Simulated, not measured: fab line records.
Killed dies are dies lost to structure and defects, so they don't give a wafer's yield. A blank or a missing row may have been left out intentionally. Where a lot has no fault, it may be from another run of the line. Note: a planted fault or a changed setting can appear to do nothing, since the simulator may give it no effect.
Matching of chambers | flow gf180mcu | GF_PASSIVATION_ETCH_11 on rieDiel-01: 4 sister chambers
The step etches the open film in CF4/O2, stops on TiN, target depth 1800 nm, time 400 s. 4 wafers are shown with their chamber, then 8 later ones without.

== WAFERS, EACH WITH ITS CHAMBER ==
wafer  | chamber | drypumpMotorCurrentA (A)
L082.2 | 1       | 6.1
L085.1 | 0       | 6.3
L085.4 | 3       | 5.7
L086.1 | 2       | 5.9

== WAFERS WHOSE CHAMBER IS MISSING ==
wafer  | drypumpMotorCurrentA (A)
L086.4 | 6.3
L086.6 | 5.8
L091.4 | 6.0
L091.5 | 6.3
L091.6 | 6.1
L095.1 | 6.1
L095.2 | 5.9
L095.3 | 6.3

== WHICH CHAMBER EACH ONE RAN IN ==
wafer  | from the rows above     | in truth
L086.4 | 0                       | 0
L086.6 | can't be placed: 3 or 2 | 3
L091.4 | can't be placed: 1 or 2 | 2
L091.5 | 0                       | 0
L091.6 | 1                       | 1
L095.1 | 1                       | 1
L095.2 | 2                       | 2
L095.3 | 0                       | 0
Placed correctly: 6 of 8. Not placeable from these rows: 2 (in 2, the candidates include the true chamber). Wrongly placed: 0.
How it was worked out, from the rows above alone: a wafer's distance from a chamber is the root of the sum, over the readings, of the square of ((its reading less the chamber's mean) divided by the reading's scatter). The wafer belongs to the nearest chamber; if the next one is less than 2 further off, it can't be placed. A chamber's mean is the mean of its shown wafers. The scatter: root of mean squared gap, hidden wafer to nearest shown wafer, with one shown wafer a chamber.
